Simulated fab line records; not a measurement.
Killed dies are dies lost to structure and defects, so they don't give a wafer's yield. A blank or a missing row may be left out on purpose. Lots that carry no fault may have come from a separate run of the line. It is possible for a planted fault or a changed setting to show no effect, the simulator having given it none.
fab line records + flow sky130
record
- lots=10
- wafers=30
- last_day=50
route steps=708 shown METAL2@502 VIA2@508 METAL3@532
lots with no fault: from the same line, run without faults
start_h: start of the lot's first displayed wafer, in hours after the record's first day + wait_h: hours elapsed since this lot's preceding step + " repeats the value in the row above + L1.1+2: several wafers, shown together as one row + - no value, or no start was given + * or withheld: withheld + < > ~ a bound
route shown NAME@n: a module of which the file shows steps, and the number in the route of the first + usual: mean and standard deviation over wafers with no fault + same: alike in all rows + chamber/n: place in a boat + sites: each site's reading + _std_site: standard deviation of those values + _edge_site: outer sites' mean less inner sites' + radius_mm: how far each site lies from the wafer's centre + mask NAME#n: copy n + behind: the tool/chamber that last shaped the wafer + hold: why the lot went on hold/how many hours it stayed there/how the hold came to an end + device: which transistor (n, p or np) failed to switch + end of line: tests of these same wafers at the route's end + a step with no rows: only its recipe + killed: dies lost to structure and defects at the first sort, not the wafer's yield + map: a wafer's dies, x killed, . not, _ none there
set.NAME: setting as actually run; set.NAME@STEP: the setting as run at that earlier step + model.NAME: the simulator's own value behind a step, which no gauge read
a sample of lots followed through the steps of the route, with each step as a table and each wafer as a row
services: the hour from which a tool's chamber was out of use, counted from the record's first day as start_h (under 0 if before that day), plus the number of hours and why
## steps
# step SKY_METAL2_METAL_ETCH_19
# recipe
- target_depth_a=3600
- stop_on=SiO2
- over_etch_frac=0.3
- time_s=78
- chemistry=Cl2/BCl3
- resist_sidewall_deg=88
- pressure_mtorr=10
- icp_w=900
- bias_w=48.5
- Cl2_flow_sccm=60
- bcl3_flow_sccm=30
# usual
- drypump_motor_current_A=5.6/0.48
- oes_product_au=0.853/0.0058
- throttle_valve_pct=22.264/0.0093
| lot.wafer | tool         | chamber | start_h | wait_h | drypump_motor_current_A | oes_product_au | rf_hours_counter_h | throttle_valve_pct |
|-----------|--------------|---------|---------|--------|-------------------------|----------------|--------------------|--------------------|
| L242.2    | rie_metal-03 | 1       | 864.96  | 0.1    | 6.5                     | 0.844          | -                  | 22.254             |
| L242.4    | "            | 1       | "       | "      | 6.5                     | 0.850          | -                  | 22.264             |
| L242.5    | "            | 1       | "       | "      | 6.5                     | 0.852          | -                  | 22.261             |
| L241.3    | rie_metal-02 | 1       | 867.04  | 0.1    | 5.1                     | 0.849          | -                  | 22.285             |
| L241.4    | "            | 1       | "       | "      | 5.0                     | 0.846          | -                  | 22.275             |
| L241.6    | "            | 1       | "       | "      | 5.1                     | 0.843          | -                  | 22.249             |
| L245.1    | rie_metal-03 | 0       | 884.82  | 0.1    | 5.5                     | 0.848          | 1                  | 22.279             |
| L245.3    | "            | 0       | "       | "      | 5.6                     | 0.858          | -                  | 22.269             |
| L245.5    | "            | 1       | "       | "      | 6.4                     | 0.854          | -                  | 22.259             |
| L246.1    | rie_metal-01 | 1       | 884.89  | 0.0    | 5.9                     | 0.852          | 10                 | 22.283             |
| L246.5    | "            | 1       | "       | "      | 5.9                     | 0.850          | -                  | 22.270             |
| L246.6    | "            | 0       | "       | "      | 5.3                     | 0.856          | -                  | 22.253             |
| L249.1    | rie_metal-02 | 1       | 911.51  | 0.0    | 5.1                     | 0.857          | 13                 | 22.263             |
| L249.2    | "            | 0       | "       | "      | 5.3                     | 0.854          | 2                  | 22.261             |
| L249.6    | "            | 0       | "       | "      | 5.3                     | 0.862          | -                  | 22.281             |
| L250.1    | rie_metal-02 | 0       | 926.69  | 0.0    | 5.3                     | 0.848          | 3                  | 22.261             |
| L250.2    | "            | 1       | "       | "      | 5.1                     | 0.849          | 14                 | 22.245             |
| L250.4    | "            | 1       | "       | "      | 5.0                     | 0.850          | -                  | 22.264             |
| L251.2    | rie_metal-03 | 0       | 928.41  | 0.0    | 5.6                     | 0.855          | 3                  | 22.266             |
| L251.3    | "            | 1       | "       | "      | 6.5                     | 0.863          | -                  | 22.267             |
| L251.6    | "            | 1       | "       | "      | 6.5                     | 0.851          | -                  | 22.247             |
| L252.3    | rie_metal-03 | 0       | 934.97  | 0.1    | 5.6                     | 0.858          | -                  | 22.259             |
| L252.4    | "            | 1       | "       | "      | 6.4                     | 0.854          | -                  | 22.250             |
| L252.5    | "            | 1       | "       | "      | 6.5                     | 0.859          | -                  | 22.262             |
| L259.1    | rie_metal-03 | 0       | 981.44  | 0.0    | 5.6                     | 0.840          | 5                  | 22.269             |
| L259.3    | "            | 0       | "       | "      | 5.5                     | 0.846          | -                  | 22.271             |
| L259.6    | "            | 0       | "       | "      | 5.5                     | 0.841          | -                  | 22.258             |
| L260.1    | rie_metal-01 | 0       | 985.13  | 0.1    | 5.3                     | 0.854          | 11                 | 22.256             |
| L260.2    | "            | 0       | "       | "      | 5.3                     | 0.850          | -                  | 22.255             |
| L260.4    | "            | 0       | "       | "      | 5.3                     | 0.850          | -                  | 22.287             |
# step SKY_VIA2_THK_MEAS_01
# recipe
- reads=SiO2_of_VIA2_HDPCVD_00
# usual
- VIA2_HDPCVD_THK=1177/13
| lot.wafer | tool          | chamber | start_h | wait_h | VIA2_HDPCVD_THK[nm] |
|-----------|---------------|---------|---------|--------|---------------------|
| L242.2    | film_metro-03 | -       | 865.84  | 0.1    | 1165                |
| L242.4    | "             | -       | "       | "      | 1169                |
| L242.5    | "             | -       | "       | "      | 1155                |
| L241.3    | film_metro-01 | -       | 867.90  | 0.1    | 1169                |
| L241.4    | "             | -       | "       | "      | 1161                |
| L241.6    | "             | -       | "       | "      | 1164                |
| L245.1    | film_metro-03 | -       | 885.66  | 0.1    | 1169                |
| L245.3    | "             | -       | "       | "      | 1167                |
| L245.5    | "             | -       | "       | "      | 1165                |
| L246.1    | film_metro-02 | -       | 885.70  | 0.1    | 1177                |
| L246.5    | "             | -       | "       | "      | 1184                |
| L246.6    | "             | -       | "       | "      | 1183                |
| L249.1    | film_metro-03 | -       | 912.41  | 0.1    | 1171                |
| L249.2    | "             | -       | "       | "      | 1199                |
| L249.6    | "             | -       | "       | "      | 1186                |
| L250.1    | film_metro-02 | -       | 927.60  | 0.1    | 1152                |
| L250.2    | "             | -       | "       | "      | 1147                |
| L250.4    | "             | -       | "       | "      | 1144                |
| L251.2    | film_metro-03 | -       | 929.23  | 0.1    | 1182                |
| L251.3    | "             | -       | "       | "      | 1175                |
| L251.6    | "             | -       | "       | "      | 1165                |
| L252.3    | film_metro-02 | -       | 935.76  | 0.1    | 1187                |
| L252.4    | "             | -       | "       | "      | 1184                |
| L252.5    | "             | -       | "       | "      | 1200                |
| L259.1    | film_metro-02 | -       | 982.29  | 0.1    | 1176                |
| L259.3    | "             | -       | "       | "      | 1181                |
| L259.6    | "             | -       | "       | "      | 1187                |
| L260.1    | film_metro-02 | -       | 986.07  | 0.1    | 1169                |
| L260.2    | "             | -       | "       | "      | 1176                |
| L260.4    | "             | -       | "       | "      | 1185                |
# step SKY_VIA2_CVD_21
# recipe
- material=W
- target_thk_nm=420
- time_s=126.4
- temp_c=400
- pressure_torr=40
# usual
- heater_power_w=873/58
| lot.wafer | tool     | chamber | start_h | wait_h | heater_power_w |
|-----------|----------|---------|---------|--------|----------------|
| L242.2    | cvd_w-01 | 1       | 892.88  | 0.0    | 888            |
| L242.4    | "        | 1       | "       | "      | 878            |
| L242.5    | "        | 1       | "       | "      | 884            |
| L241.3    | cvd_w-01 | 0       | 895.24  | 0.1    | 923            |
| L241.4    | "        | 1       | "       | "      | 874            |
| L241.6    | "        | 0       | "       | "      | 918            |
| L245.1    | cvd_w-01 | 1       | 912.67  | 0.0    | 876            |
| L245.3    | "        | 0       | "       | "      | 911            |
| L245.5    | "        | 0       | "       | "      | 946            |
| L246.1    | cvd_w-01 | 1       | 912.80  | 0.1    | 902            |
| L246.5    | "        | 1       | "       | "      | 897            |
| L246.6    | "        | 0       | "       | "      | 915            |
| L249.1    | cvd_w-02 | 1       | 938.36  | 0.0    | 843            |
| L249.2    | "        | 0       | "       | "      | 746            |
| L249.6    | "        | 0       | "       | "      | 754            |
| L250.1    | cvd_w-02 | 1       | 953.64  | 0.0    | 882            |
| L250.2    | "        | 0       | "       | "      | 757            |
| L250.4    | "        | 1       | "       | "      | 875            |
| L251.2    | cvd_w-01 | 0       | 955.09  | 0.0    | 918            |
| L251.3    | "        | 1       | "       | "      | 893            |
| L251.6    | "        | 0       | "       | "      | 909            |
| L252.3    | cvd_w-01 | 1       | 961.90  | 0.1    | 878            |
| L252.4    | "        | 0       | "       | "      | 930            |
| L252.5    | "        | 0       | "       | "      | 945            |
| L259.1    | cvd_w-02 | 0       | 1005.93 | 0.0    | 773            |
| L259.3    | "        | 1       | "       | "      | 901            |
| L259.6    | "        | 1       | "       | "      | 881            |
| L260.1    | cvd_w-02 | 0       | 1010.36 | 0.0    | 747            |
| L260.2    | "        | 1       | "       | "      | 886            |
| L260.4    | "        | 1       | "       | "      | 884            |
# step SKY_VIA2_RS_MEAS_22
# recipe
- thk_meas_gauge=four-point-probe
- reads=W_of_VIA2_CVD_21+TiN_of_VIA2_SPUTTER_20
# usual
- VIA2_W_RS=0.273/0.004
| lot.wafer | tool          | chamber | start_h | wait_h | hold                     | VIA2_W_RS[ohm/sq] |
|-----------|---------------|---------|---------|--------|--------------------------|-------------------|
| L242.2    | film_metro-01 | -       | 893.03  | 0.1    | -                        | 0.275             |
| L242.4    | "             | -       | "       | "      | -                        | 0.274             |
| L242.5    | "             | -       | "       | "      | -                        | 0.277             |
| L241.3    | film_metro-02 | -       | 895.37  | 0.1    | -                        | 0.273             |
| L241.4    | "             | -       | "       | "      | -                        | 0.275             |
| L241.6    | "             | -       | "       | "      | -                        | 0.273             |
| L245.1    | film_metro-02 | -       | 912.81  | 0.1    | -                        | 0.272             |
| L245.3    | "             | -       | "       | "      | -                        | 0.279             |
| L245.5    | "             | -       | "       | "      | -                        | 0.277             |
| L246.1    | film_metro-03 | -       | 912.93  | 0.1    | -                        | 0.273             |
| L246.5    | "             | -       | "       | "      | -                        | 0.276             |
| L246.6    | "             | -       | "       | "      | -                        | 0.271             |
| L249.1    | film_metro-03 | -       | 938.49  | 0.1    | -                        | 0.267             |
| L249.2    | "             | -       | "       | "      | -                        | 0.272             |
| L249.6    | "             | -       | "       | "      | -                        | 0.274             |
| L250.1    | film_metro-02 | -       | 953.77  | 0.1    | -                        | 0.264             |
| L250.2    | "             | -       | "       | "      | -                        | 0.269             |
| L250.4    | "             | -       | "       | "      | -                        | 0.263             |
| L251.2    | film_metro-01 | -       | 955.24  | 0.1    | await_dispo/0.2h/release | 0.275             |
| L251.3    | "             | -       | "       | "      | await_dispo/0.2h/release | 0.167             |
| L251.6    | "             | -       | "       | "      | await_dispo/0.2h/release | 0.269             |
| L251.2    | film_metro-01 | -       | 955.53  | 0.3    | -                        | 0.274             |
| L251.3    | "             | -       | "       | "      | -                        | 0.166             |
| L251.6    | "             | -       | "       | "      | -                        | 0.270             |
| L252.3    | film_metro-02 | -       | 962.02  | 0.1    | await_dispo/0.2h/release | 0.167             |
| L252.4    | "             | -       | "       | "      | await_dispo/0.2h/release | 0.270             |
| L252.5    | "             | -       | "       | "      | await_dispo/0.2h/release | 0.277             |
| L252.3    | film_metro-02 | -       | 962.49  | 0.4    | -                        | 0.167             |
| L252.4    | "             | -       | "       | "      | -                        | 0.270             |
| L252.5    | "             | -       | "       | "      | -                        | 0.277             |
| L259.1    | film_metro-03 | -       | 1006.06 | 0.1    | -                        | 0.276             |
| L259.3    | "             | -       | "       | "      | -                        | 0.271             |
| L259.6    | "             | -       | "       | "      | -                        | 0.270             |
| L260.1    | film_metro-01 | -       | 1010.49 | 0.1    | -                        | 0.279             |
| L260.2    | "             | -       | "       | "      | -                        | 0.271             |
| L260.4    | "             | -       | "       | "      | -                        | 0.270             |
# step SKY_VIA2_CMP_24
# recipe
- stop_on=SiO2
- t_overpolish_s=20
- down_force_psi=3.5
- platen_rpm=60
- target_thk_nm=0
- pad_velocity_m_s=0.94248
# usual
- motor_current_A=10.4/0.85
- time_to_endpoint_s=101/4.1
| lot.wafer | tool   | chamber | start_h | wait_h | hold                     | motor_current_A | time_to_endpoint_s |
|-----------|--------|---------|---------|--------|--------------------------|-----------------|--------------------|
| L242.4    | cmp-02 | 0       | 893.24  | 0.1    | -                        | 9.5             | 102                |
| L242.2    | "      | 2       | "       | "      | -                        | 9.0             | 102                |
| L242.5    | "      | 0       | "       | "      | -                        | 10.2            | 101                |
| L241.4    | cmp-02 | 0       | 895.51  | 0.0    | -                        | 9.8             | 106                |
| L241.3    | "      | 2       | "       | "      | -                        | 8.5             | 101                |
| L241.6    | "      | 0       | "       | "      | -                        | 10.0            | 107                |
| L245.1    | cmp-02 | 1       | 913.04  | 0.1    | -                        | 10.5            | 101                |
| L245.3    | "      | 3       | "       | "      | -                        | 11.6            | 103                |
| L245.5    | "      | 1       | "       | "      | -                        | 10.5            | 101                |
| L246.1    | cmp-02 | 2       | 913.34  | 0.3    | -                        | 9.2             | 101                |
| L246.6    | "      | 1       | "       | "      | -                        | 10.6            | 103                |
| L246.5    | "      | 2       | "       | "      | -                        | 8.7             | 104                |
| L249.1    | cmp-02 | 0       | 938.67  | 0.1    | -                        | 9.6             | 105                |
| L249.2    | "      | 2       | "       | "      | -                        | 9.1             | 98                 |
| L249.6    | "      | 1       | "       | "      | -                        | 10.3            | 100                |
| L250.2    | cmp-01 | 0       | 953.95  | 0.0    | -                        | 11.3            | 102                |
| L250.4    | "      | 2       | "       | "      | -                        | 11.8            | 102                |
| L250.1    | "      | 3       | "       | "      | -                        | 11.1            | 103                |
| L251.3    | cmp-01 | 1       | 959.32  | 2.3    | await_dispo/1.6h/release | 10.2            | 164                |
| L251.2    | "      | 2       | "       | "      | await_dispo/1.6h/release | 11.1            | 98                 |
| L251.6    | "      | 0       | "       | "      | await_dispo/1.6h/release | 11.2            | 106                |
| L252.3    | cmp-02 | 1       | 969.36  | 2.9    | await_dispo/2.3h/release | 10.4            | 172                |
| L252.4    | "      | 3       | "       | "      | await_dispo/2.3h/release | 10.8            | 110                |
| L252.5    | "      | 0       | "       | "      | await_dispo/2.3h/release | 9.9             | 105                |
| L259.3    | cmp-01 | 0       | 1006.24 | 0.0    | -                        | 11.6            | 103                |
| L259.1    | "      | 3       | "       | "      | -                        | 11.7            | 101                |
| L259.6    | "      | 0       | "       | "      | -                        | 10.8            | 103                |
| L260.4    | cmp-01 | 0       | 1010.72 | 0.1    | -                        | 11.8            | 106                |
| L260.2    | "      | 1       | "       | "      | -                        | 10.0            | 99                 |
| L260.1    | "      | 2       | "       | "      | -                        | 11.0            | 95                 |
# step SKY_METAL3_SPUTTER_00
# recipe
- material=Ti
- target_thk_nm=15
- power_w=3000
- time_s=10
- chamber_pressure_pa=0.4
# usual
- throttle_valve_pct=30.0/0.84
| lot.wafer | tool           | chamber | start_h | wait_h | throttle_valve_pct |
|-----------|----------------|---------|---------|--------|--------------------|
| L242.2    | pvd_sputter-04 | -       | 893.49  | 0.1    | 30.8               |
| L242.4    | "              | -       | "       | "      | 31.0               |
| L242.5    | "              | -       | "       | "      | 31.0               |
| L241.3    | pvd_sputter-01 | -       | 895.81  | 0.1    | 30.0               |
| L241.4    | "              | -       | "       | "      | 30.6               |
| L241.6    | "              | -       | "       | "      | 30.5               |
| L245.1    | pvd_sputter-01 | -       | 913.29  | 0.2    | 30.7               |
| L245.3    | "              | -       | "       | "      | 29.8               |
| L245.5    | "              | -       | "       | "      | 29.9               |
| L246.1    | pvd_sputter-02 | -       | 913.59  | 0.2    | 28.6               |
| L246.5    | "              | -       | "       | "      | 29.4               |
| L246.6    | "              | -       | "       | "      | 29.0               |
| L249.1    | pvd_sputter-04 | -       | 938.97  | 0.2    | 31.0               |
| L249.2    | "              | -       | "       | "      | 29.9               |
| L249.6    | "              | -       | "       | "      | 31.1               |
| L250.1    | pvd_sputter-01 | -       | 954.25  | 0.1    | 31.2               |
| L250.2    | "              | -       | "       | "      | 30.0               |
| L250.4    | "              | -       | "       | "      | 30.4               |
| L251.2    | pvd_sputter-04 | -       | 959.52  | 0.1    | 30.7               |
| L251.3    | "              | -       | "       | "      | 29.8               |
| L251.6    | "              | -       | "       | "      | 30.9               |
| L252.3    | pvd_sputter-02 | -       | 969.61  | 0.2    | 28.8               |
| L252.4    | "              | -       | "       | "      | 29.2               |
| L252.5    | "              | -       | "       | "      | 28.8               |
| L259.1    | pvd_sputter-02 | -       | 1006.54 | 0.1    | 28.9               |
| L259.3    | "              | -       | "       | "      | 29.2               |
| L259.6    | "              | -       | "       | "      | 29.2               |
| L260.1    | pvd_sputter-04 | -       | 1010.97 | 0.1    | 31.0               |
| L260.2    | "              | -       | "       | "      | 30.8               |
| L260.4    | "              | -       | "       | "      | 29.7               |
## services
| tool           | chamber | start_h | hours | kind           |
|----------------|---------|---------|-------|----------------|
| pvd_sputter-02 | -       | 847.72  | 1.0   | repair         |
| rie_metal-01   | 1       | 854.97  | 1.0   | repair         |
| rie_metal-03   | 0       | 856.03  | -     | clean          |
| rie_metal-03   | 0       | 856.03  | 14.7  | scheduled_down |
| rie_metal-03   | 0       | 856.03  | 14.7  | vent_cycle     |
| pvd_sputter-04 | -       | 862.87  | 2.7   | repair         |
| rie_metal-02   | -       | 870.41  | 2.1   | repair         |
| cmp-01         | -       | 880.53  | 0.4   | repair         |
| cmp-02         | -       | 883.50  | 0.4   | repair         |
| cvd_w-02       | -       | 892.44  | 0.8   | repair         |
| cvd_w-02       | -       | 904.00  | 14.0  | pm             |
| cvd_w-02       | 0       | 904.00  | 14.0  | vent_cycle     |
| rie_metal-01   | 1       | 909.09  | 22.4  | repair         |
| cmp-01         | -       | 912.16  | 4.0   | pm             |
| pvd_sputter-01 | -       | 933.67  | 6.5   | repair         |
| rie_metal-02   | -       | 939.40  | 0.8   | repair         |
| rie_metal-02   | -       | 941.51  | 9.8   | repair         |
| rie_metal-03   | 0       | 945.59  | 14.8  | repair         |
| pvd_sputter-01 | -       | 960.15  | 14.7  | repair         |
| rie_metal-01   | 1       | 977.83  | 9.0   | repair         |
| cmp-02         | -       | 982.77  | 2.4   | repair         |
| cmp-01         | -       | 992.93  | 3.7   | pm             |
| pvd_sputter-02 | -       | 995.21  | 2.4   | repair         |
| cvd_w-01       | -       | 1005.75 | 14.6  | pm             |
## key
first_sign
- step=SKY_VIA2_RS_MEAS_22
- reading=visit
- direction=added
effect
- step=SKY_VIA2_RS_MEAS_22
- reading=VIA2_W_RS
- direction=down
- sigmas=27
- usual=0.273
- struck=0.167
effect
- step=SKY_VIA2_CMP_24
- reading=time_to_endpoint_s
- direction=up
- sigmas=16
- usual=*
- struck=*
met_at SKY_VIA2_CVD_21
struck_lots L251,L252
struck_wafers L251.3,L252.3
not_acting_at SKY_METAL2_METAL_ETCH_19,SKY_VIA2_THK_MEAS_01,SKY_METAL3_SPUTTER_00
onset_between 912.80 955.09
fault
- kind=process_parameter_drift
- tool=cvd_w-01
- chamber=1
- onset_h=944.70
- steps=SKY_VIA2_CVD_21
- channel=target_thk_nm
- offset=265.69
- shape=step
- end_h=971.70
- acts_in=these_recipes_only
- stated=420
